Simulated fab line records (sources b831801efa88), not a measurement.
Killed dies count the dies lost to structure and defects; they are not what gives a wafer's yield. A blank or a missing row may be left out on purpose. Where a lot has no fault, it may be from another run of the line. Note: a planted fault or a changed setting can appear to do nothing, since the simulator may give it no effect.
Chamber matching + flow sky130 + SKY_VIA4_CMP_02 on cmp-02: 4 sister chambers
The step polishes SiO2. 8 wafers are shown with their chamber, then 7 later ones without.

## EACH WAFER AND ITS CHAMBER
| wafer  | chamber | motor-current-A (A) |
|--------|---------|---------------------|
| L581.2 | 1       | 11.3                |
| L581.5 | 0       | 11.7                |
| L584.2 | 0       | 12.1                |
| L585.2 | 2       | 9.4                 |
| L585.5 | 3       | 10.6                |
| L585.6 | 2       | 8.9                 |
| L592.2 | 3       | 10.9                |
| L592.4 | 1       | 12.6                |

## WAFERS WITHOUT THEIR CHAMBER
| wafer  | motor-current-A (A) |
|--------|---------------------|
| L592.5 | 9.8                 |
| L593.2 | 10.7                |
| L593.5 | 12.6                |
| L593.6 | 9.3                 |
| L595.2 | 12.4                |
| L595.4 | 10.7                |
| L595.5 | 10.4                |

## WHICH CHAMBER EACH ONE RAN IN
| wafer  | from the rows above     | in truth |
|--------|-------------------------|----------|
| L592.5 | can't be placed: 2 or 3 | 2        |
| L593.2 | 3                       | 3        |
| L593.5 | can't be placed: 1 or 0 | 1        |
| L593.6 | 2                       | 2        |
| L595.2 | can't be placed: 1 or 0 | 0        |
| L595.4 | 3                       | 3        |
| L595.5 | can't be placed: 3 or 2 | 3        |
Correct placement for 3 of the 7. Unplaceable from these rows: 4, with the true chamber sitting among the candidates in 4. Placed wrongly: 0.
How it was worked out, from the rows above alone: a wafer's distance from a chamber is the root of the sum, over the readings, of the square of ((its reading less the chamber's mean) divided by the reading's scatter). If the next closest chamber is less than 2 further off than the closest, the wafer can't be placed; otherwise it belongs to the closest. Each chamber's mean is taken over the wafers shown for it. The scatter: take each reading less its chamber's mean, square it, sum over the shown wafers, divide by the number of wafers less the number of chambers, and take the root.
